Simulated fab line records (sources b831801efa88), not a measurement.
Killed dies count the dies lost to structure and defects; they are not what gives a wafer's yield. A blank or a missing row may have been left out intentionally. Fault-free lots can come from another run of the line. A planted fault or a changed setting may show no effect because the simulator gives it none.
The tool behind it: which one? | flow gf180mcu | 18 wafers from 6 lots sampled at 4 of the route's 602 steps

== WHAT THE GAUGES READ, wafer by wafer ==
GF_V4_THK_MEAS_01.
lot  | measured     | on           | V4_CVD_00_THK (nm)
L354 | day 23 17:33 | filmMetro-04 | 599 599 602
L356 | day 24 11:01 | filmMetro-04 | 601 603 599
L363 | day 26 20:41 | filmMetro-03 | 602 604 604
L366 | day 27 21:56 | filmMetro-04 | 590 594 601
L373 | day 29 21:34 | filmMetro-03 | 514 590 518
L376 | day 30 15:38 | filmMetro-03 | 604 612 609

== WHAT TOOL EACH LOT RAN ON (gives the tool, then ch and the chambers of the sampled wafers, and finally the start) ==
lot  | GF_V3_CMP_04                  | GF_V3_SPUTTER_21            | GF_V4_CVD_00
L354 | cmp-01 ch 0,1,3, day 21 17:13 | pvdSputter-02, day 22 17:22 | hdpcvd-02 ch 0,1,2, day 23 17:29
L356 | cmp-02 ch 0,1,3, day 22 10:48 | pvdSputter-02, day 23 11:20 | hdpcvd-02 ch 0,1,2, day 24 10:57
L363 | cmp-01 ch 0,3, day 25 01:05   | pvdSputter-02, day 25 22:39 | hdpcvd-02 ch 0,1, day 26 20:35
L366 | cmp-01 ch 0,1,3, day 26 01:13 | pvdSputter-01, day 26 23:34 | hdpcvd-02 ch 0,1,2, day 27 21:52
L373 | cmp-01 ch 0,1,3, day 28 04:30 | pvdSputter-02, day 29 01:22 | hdpcvd-02 ch 0,1, day 29 21:29
L376 | cmp-02 ch 1,3, day 28 23:02   | pvdSputter-02, day 29 19:17 | hdpcvd-01 ch 0,1, day 30 15:33
- GF_V3_CMP_04: polishes SiO2.
- GF_V3_SPUTTER_21: material Ti, target thk 15 nm, time 80.02 s.
- GF_V4_CVD_00: deposits SiO2, target thk 600 nm, time 100 s.

== THE ANSWER, worked out from the rows above alone ==
Rule: what is usual is taken from the lots themselves. Put in order of their means at a reading, lots are off if they are a third of the lots or fewer, leave a main group of 4 or more, and stand apart from it by a gap of 3 or more times the standard deviation of the main group's means; of several such gaps the widest counts. A main group whose means are all the same, to the digits that the tables above print for the reading, isn't used. Also off: a lot with no number at a reading for which 4 or more lots have one. Any other lot the step has rows for is counted as sound.
Off: L373, at GF_V4_THK_MEAS_01 (V4_CVD_00_THK). The main group: mean 602 nm, standard deviation 4.4.
A tool fits if, at a process step before that reading, it ran every lot that is off, and no sound lot after the first of them. Those tools and the gauges at GF_V4_THK_MEAS_01 are tried in the same way. 2 tools fit, cmp-01 at GF_V3_CMP_04 and hdpcvd-02 at GF_V4_CVD_00, so this cannot tell which one it is.

== WHAT THE SIMULATOR PUT IN ==
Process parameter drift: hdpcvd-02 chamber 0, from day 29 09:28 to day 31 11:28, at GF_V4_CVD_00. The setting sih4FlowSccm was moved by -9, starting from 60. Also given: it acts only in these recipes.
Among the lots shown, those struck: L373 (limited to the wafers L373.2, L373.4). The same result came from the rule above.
